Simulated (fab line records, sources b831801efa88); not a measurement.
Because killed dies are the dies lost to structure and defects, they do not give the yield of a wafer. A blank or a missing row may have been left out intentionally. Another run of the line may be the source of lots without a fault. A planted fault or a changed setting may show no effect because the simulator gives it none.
A lot that was struck, set against a sound lot || flow gf180mcu || 27 steps out of a route of 602
Sound: the wafers L917.4, L917.5, L917.6. Struck: wafers L902.1, L902.3, L902.4. The cause is named last.
Each step with rows lists, per side, the tool, then ch with its chambers, then its first start. Under that, the readings that differ: sound wafers || struck wafers || difference of the means || sigmas: that difference in standard deviations of wafers without a fault.
alike: a reading whose means differ by less than 2 such deviations, as well as words and numbers matching on both sides. not compared: withheld readings; readings where some wafer has no value; bounds like >300 that might hide an equal value; numbers whose values overlap and for which the record gives no deviation.
A row with sigmas, a row that says differs or no value, or rows on one side alone: a step with any of these is where the two part. Non-overlapping numbers with no deviation appear without sigmas and do not part them. A reading that every wafer of one side lacks parts them only if that side has two wafers or more.

first, 6 steps without rows for these wafers: GF_HV_LDD_HMDS_25 (prime time 60 s); GF_HV_LDD_COAT_26 (resist thk 1000 nm); GF_HV_LDD_SOFTBAKE_27 (time 60 s); GF_HV_LDD_EXPOSE_28 (exposes mask Nplus HV AREA, target cd 400 nm); GF_HV_LDD_PEB_29; GF_HV_LDD_DEVELOP_30 (develop time 60 s).
GF_HV_LDD_CD_MEAS_31 targets a cd of 400 nm.
  sound on cd_sem-01 at day 18 01:19; struck on cd_sem-02 at day 13 01:10
{"reading": "cd_nm (nm)", "sound": "395.1 396.5 395.6", "struck": "401.9 401.4 402.6", "difference": "+6.2", "sigmas": "+3"}
GF_HV_LDD_OVL_MEAS_32:
  sound on overlay-02 at day 18 01:23; struck on overlay-02 at day 13 01:17
  alike: HV_LDD_02_OVL
then, 4 steps without rows for these wafers: GF_HV_LDD_IMPLANT_33; GF_HV_LDD_IMPLANT_34; GF_HV_LDD_IMPLANT_35; GF_HV_LDD_IMPLANT_36.
GF_HV_LDD_STRIP_37: strips in O2/N2.
  sound on plasma_asher-01 ch 0,1, day 18 02:02; struck on plasma_asher-02 ch 0,1, day 13 01:55
  no value came back on the struck wafers for any of 6 readings (chamber_pressure_mTorr (mTorr), drypump_motor_current_A (A) and others); on the sound wafers chamber_pressure_mTorr (mTorr) reads 1499.1 1497.7 1501.9
{"reading": "model.NOVOLAK_of_HV_LDD_COAT_26.thk_nm (nm)", "sound": "0 0 0", "struck": "1006 1004 1003", "difference": "+1004", "sigmas": ""}
  not compared: rf_hours_counter_h
GF_HV_LDD_TW_MEAS_38:
  sound on film_metro-04 at day 18 02:08; struck on film_metro-03 at day 13 02:08
  alike: HV_LDD_3_TW
then, 7 steps without rows for these wafers: GF_HV_LDD_DEHYDRATE_39 (time 60 s); GF_HV_LDD_HMDS_40 (prime time 60 s); GF_HV_LDD_COAT_41 (resist thk 1000 nm); GF_HV_LDD_SOFTBAKE_42 (time 60 s); GF_HV_LDD_EXPOSE_43 (exposes mask Pplus HV AREA, target cd 400 nm); GF_HV_LDD_PEB_44; GF_HV_LDD_DEVELOP_45 (develop time 60 s).
GF_HV_LDD_CD_MEAS_46 targets a cd of 400 nm.
  sound on cd_sem-01 at day 19 03:01; struck on cd_sem-01 at day 13 21:49
  alike: cd_nm
GF_HV_LDD_OVL_MEAS_47:
  sound on overlay-02 at day 19 03:06; struck on overlay-02 at day 13 21:56
  alike: HV_LDD_03_OVL
next, for these wafers, 1 step has no rows: GF_HV_LDD_IMPLANT_48.
GF_HV_LDD_STRIP_49: strips in O2/N2.
  sound on plasma_asher-04 ch 0,1, day 19 03:18; struck on plasma_asher-04 ch 0,1, day 13 22:07
{"reading": "strip_time_to_endpoint_s (s)", "sound": "12.65 12.63 12.61", "struck": "27.60 27.58 27.61", "difference": "+14.97", "sigmas": "+99 or more"}
  alike: chamber_pressure_mTorr, drypump_motor_current_A, heater_power_w, oes_product_au
  not compared: rf_hours_counter_h
GF_HV_LDD_TW_MEAS_50:
  sound on film_metro-04 at day 19 03:23; struck on film_metro-03 at day 13 22:26
{"reading": "HV_LDD_4_TW", "sound": "571 571 572", "struck": "30 30 30", "difference": -541, "sigmas": -90}
  not compared: hold
next, for these wafers, 1 step has no rows: GF_PASSIVATION_PROBE_99.

## WHERE THEY PART
Last at GF_HV_LDD_TW_MEAS_50 as far as this record goes, first at GF_HV_LDD_CD_MEAS_31.

WHY: the cause the simulator had injected
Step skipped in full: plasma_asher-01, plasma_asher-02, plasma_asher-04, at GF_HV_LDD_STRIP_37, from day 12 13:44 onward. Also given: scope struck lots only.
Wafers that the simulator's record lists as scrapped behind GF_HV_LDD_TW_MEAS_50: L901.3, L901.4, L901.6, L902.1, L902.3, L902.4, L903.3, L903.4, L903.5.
